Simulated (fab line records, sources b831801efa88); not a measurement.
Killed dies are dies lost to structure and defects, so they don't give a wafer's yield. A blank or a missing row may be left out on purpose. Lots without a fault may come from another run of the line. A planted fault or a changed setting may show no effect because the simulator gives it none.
A struck lot beside a sound one | flow sfq_line | 21 steps out of a route of 325
Sound: wafers L659.1, L659.2, L659.5. Struck: wafer L663.4. (L663.2, L663.6 of the same lot were not struck and are left out.) The cause comes at the end.
At each step with rows: each side's tool, then ch and its chambers, then its first start. Under that, the readings that differ: sound wafers | struck wafers | difference of the means | sigmas: that difference in standard deviations of wafers without a fault.
alike: readings whose means differ by less than 2 such deviations, and words and numbers that are the same on both sides. not compared: withheld readings, readings that some wafer has no value for, bounds like >300 that may hide the same value, and numbers for which the record gives no deviation and whose values overlap.
The two part at a step that has a row with sigmas, a row that says differs or no value, or rows on one side only. Numbers that don't overlap but have no deviation are shown without sigmas and don't part them. A reading that every wafer of one side lacks parts them only if that side has two wafers or more.

first, 2 steps without rows for these wafers: SFQ_TRILAYER_M1_LITHO_PEB_042 (peb time 60 s); SFQ_TRILAYER_M1_LITHO_DEVELOP_041 (time 60 s).
SFQ_M1_OVL_MEAS_911:
  sound on overlay-02, day 18 12:17; struck on overlay-01, day 19 13:29
  alike: M1_OVL
SFQ_TRILAYER_M1_BARC_OPEN_METAL_ETCH_054: etches BARC in O2, target depth 125 nm, time 41.7 s.
  sound on rie_metal-04 ch 0,1, day 18 12:19; struck on rie_metal-02 ch 0, day 19 13:31
  alike: bias_w, chamber_pressure_mTorr, drypump_motor_current_A, oes_product_au, rf_fwd_power_W
  not compared: rf_hours_counter_h
SFQ_TRILAYER_M1_ETCH_METAL_ETCH_042: etches Nb in Cl2/Ar, stops on SiO2, target depth 240 nm, time 120 s.
  sound on rie_metal-04 ch 0,1, day 18 12:23; struck on rie_metal-02 ch 0, day 19 13:35
  alike: bias_w, chamber_pressure_mTorr, drypump_motor_current_A, oes_product_au, rf_fwd_power_W
  not compared: rf_hours_counter_h
SFQ_TRILAYER_M1_STRIP_STRIP_043: strips in O2.
  sound on rie_metal-04 ch 0,1, day 18 12:30; struck on rie_metal-02 ch 0, day 19 13:42
  alike: chamber_pressure_mTorr, drypump_motor_current_A, oes_product_au
  not compared: rf_hours_counter_h
then, 1 step without rows for these wafers: SFQ_TRILAYER_M1_STRIP_SOLV_CLEAN_044 (cleans in NMP, time 600 s).
SFQ_TRILAYER_I1_DEP_PECVD_045: deposits SiO2 from SiH4/N2O, time 111.11 s, target thk 500 nm.
  sound on pecvd-01 ch 0,1, day 18 13:17; struck on pecvd-04 ch 1, day 19 14:29
  alike: heater_power_w, rf_fwd_power_W, susceptor_temp_C, throttle_valve_pct
SFQ_TRILAYER_I1_CMP_CMP_046: polishes SiO2.
  sound on cmp-02 ch 1,2,3, day 19 00:38; struck on cmp-01 ch 1, day 19 22:03
  alike: motor_current_A, time_to_endpoint_s
SFQ_I1_BOW_MEAS_912:
  sound on film_metro-01, day 19 03:08; struck on film_metro-01, day 20 01:04
  alike: I1_BOW
then, 2 steps without rows for these wafers: SFQ_TRILAYER_I1_METRO_MEASURE_047; SFQ_TRILAYER_I1_VIA_LITHO_COAT_054 (resist thk 62 nm).
SFQ_TRILAYER_I1_VIA_LITHO_COAT_049: resist thk 650 nm.
  sound on litho_track-02 ch 0, day 19 04:45; struck on litho_track-02 ch 0, day 20 02:43
  reading                                                 | sound             | struck | difference | sigmas
  resist_line_temp_C (C)                                  | 22.87 22.73 22.82 | 23.05  | +0.24      | +2
  model.KrF_of_TRILAYER_I1_VIA_LITHO_COAT_049.thk_nm (nm) | 648.4 645.9 647   | 574.9  | -72.2      |
then, 4 steps without rows for these wafers: SFQ_TRILAYER_I1_VIA_LITHO_SOFTBAKE_053; SFQ_TRILAYER_I1_VIA_LITHO_EXPOSE_050 (exposes mask I1, target cd 500 nm); SFQ_TRILAYER_I1_VIA_LITHO_PEB_052 (peb time 60 s); SFQ_TRILAYER_I1_VIA_LITHO_DEVELOP_051 (time 60 s).
SFQ_I1_OVL_MEAS_913:
  sound on overlay-01, day 20 21:55; struck on overlay-01, day 21 20:02
  reading     | sound  | struck | difference | sigmas
  I1_OVL (nm) | -1 0 2 | -18    | -18        | -4
SFQ_TRILAYER_I1_VIA_BARC_OPEN_VIA_ETCH_071: etches BARC in O2, target depth 125 nm, time 41.7 s.
  sound on rie_diel-01 ch 0,2, day 20 21:58; struck on rie_diel-03 ch 1, day 21 20:04
  reading             | sound             | struck | difference | sigmas
  model.I1.cd_nm (nm) | 499.2 500.6 500.3 | 504.7  | +4.7       |
  alike: bias_w, chamber_pressure_mTorr, drypump_motor_current_A, oes_product_au, rf_fwd_power_W
  not compared: rf_hours_counter_h
SFQ_TRILAYER_I1_VIA_ETCH_VIA_ETCH_052: etches SiO2 in CHF3, stops on Nb, target depth 260 nm.
  sound on rie_diel-01 ch 0,2, day 20 22:00; struck on rie_diel-03 ch 1, day 21 20:07
  reading                                                 | sound           | struck | difference | sigmas
  model.KrF_of_TRILAYER_I1_VIA_LITHO_COAT_049.thk_nm (nm) | 526 523.1 524.6 | 452.8  | -71.8      |
  model.I1.cd_nm (nm)                                     | 498.8 501 500   | 504.9  | +5.0       |
  alike: bias_w, chamber_pressure_mTorr, drypump_motor_current_A, oes_product_au, rf_fwd_power_W
then, 1 step without rows for these wafers: SFQ_TRILAYER_I1_VIA_STRIP_STRIP_053 (strips in O2).

WHERE THEY PART
First at SFQ_TRILAYER_I1_VIA_LITHO_COAT_049; last, within this record, at SFQ_I1_OVL_MEAS_913. Later steps at which nothing parts them and some readings are alike: SFQ_TRILAYER_I1_VIA_BARC_OPEN_VIA_ETCH_071, SFQ_TRILAYER_I1_VIA_ETCH_VIA_ETCH_052.

WHY: what the simulator had put in
Process parameter drift: litho_track-02, from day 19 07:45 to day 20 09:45, at SFQ_TRILAYER_I1_VIA_LITHO_COAT_049. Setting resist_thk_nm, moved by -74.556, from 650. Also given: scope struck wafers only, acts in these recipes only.
